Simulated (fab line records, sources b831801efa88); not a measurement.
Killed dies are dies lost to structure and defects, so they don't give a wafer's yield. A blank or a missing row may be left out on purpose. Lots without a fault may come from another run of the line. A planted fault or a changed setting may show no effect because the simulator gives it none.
Which tool did it? | flow sky130 | 14 lots, 42 wafers sampled, at 2 steps of a route of 708

WHAT THE GAUGES READ, wafer by wafer
SKY_POLY_GATE_THK_MEAS_21. Usual: POLY_GATE_OXIDATION_THK 3.98 nm, standard deviation 0.1.
lot  | measured     | on            | POLY_GATE_OXIDATION_THK (nm) | flag
L460 | day 16 18:26 | film_metro-02 | 4.05 4.01 4.03               |
L461 | day 17 00:17 | film_metro-03 | 4.05 4.01 4.09               |
L462 | day 17 00:21 | film_metro-02 | 3.95 3.93 3.99               |
L463 | day 17 20:17 | film_metro-01 | 4.06 4.07 4.03               |
L465 | day 18 17:08 | film_metro-01 | 4.11 4.07 4.01               |
L466 | day 18 20:59 | film_metro-02 | 4.13 4.08 4.06               |
L467 | day 18 22:13 | film_metro-01 | 3.98 4.08 4.04               |
L469 | day 19 21:04 | film_metro-01 | 3.93 3.85 3.89               |
L472 | day 20 16:30 | film_metro-02 | 3.78 3.85 3.90               |
L473 | day 21 02:23 | film_metro-02 | 3.79 3.85 3.89               |
L477 | day 23 06:50 | film_metro-03 | 3.93 3.93 3.98               |
L478 | day 23 07:48 | film_metro-03 | 3.99 4.19 4.06               |
L480 | day 23 15:14 | film_metro-02 | 4.08 4.13 4.13               |
L483 | day 24 17:54 | film_metro-02 | 3.92 4.03 3.89               |

SKY_LDD_N_OVL_MEAS_07. Usual: LDD_N_OVL 1.1 nm, standard deviation 1.3.
lot  | measured     | on         | LDD_N_OVL (nm) | flag
L460 | day 18 00:45 | overlay-02 | 1.9 0.8 1.8    |
L461 | day 18 06:12 | overlay-02 | 0.1 -1.5 -0.2  |
L462 | day 18 06:31 | overlay-02 | -0.5 0.0 -0.2  |
L463 | day 19 02:41 | overlay-01 | 2.0 2.5 3.9    |
L465 | day 19 23:32 | overlay-01 | 0.0 1.8 1.1    |
L466 | day 20 03:43 | overlay-01 | 0.6 1.9 1.1    |
L467 | day 20 04:36 | overlay-01 | 2.6 0.0 2.8    |
L469 | day 21 02:59 | overlay-02 | 3.2 1.1 2.9    |
L472 | day 21 22:52 | overlay-02 | 1.7 0.8 3.3    |
L473 | day 22 09:15 | overlay-01 | 0.9 1.3 0.8    |
L477 | day 24 12:30 | overlay-02 | 1.1 1.8 1.9    |
L478 | day 24 13:44 | overlay-02 | 0.9 0.0 0.6    |
L480 | day 24 20:43 | overlay-02 | 4.1 0.8 1.8    |
L483 | day 25 23:08 | overlay-02 | 1.0 2.2 1.3    |

WHICH TOOL RAN EACH LOT (tool, then ch and the chambers of the sampled wafers, then the start)
The record holds no process step before these readings.

WHAT THE TOOLS THEMSELVES READ (means of the sampled wafers that have a number; where no wafer has one, the mark that the record gives instead)
The record holds no such reading with a usual standard deviation.

THE ANSWER, worked out from the rows above alone
Rule: a lot is off if the mean of its wafers that have a number lies more than 3 standard deviations from the usual mean. A lot without any number at a reading at which 4 lots or more have one is off too. The other lots that the step has rows for count as sound. The gauges are gone through in route order, then the tools' own readings, and for those a lot's mean is taken as printed above. The first step at which some lot is off is used, and at that step the reading that is off furthest; a lot without a number counts as furthest.
No lot is off at any reading shown: from this, nothing can be told.

WHAT THE SIMULATOR HAD PUT IN
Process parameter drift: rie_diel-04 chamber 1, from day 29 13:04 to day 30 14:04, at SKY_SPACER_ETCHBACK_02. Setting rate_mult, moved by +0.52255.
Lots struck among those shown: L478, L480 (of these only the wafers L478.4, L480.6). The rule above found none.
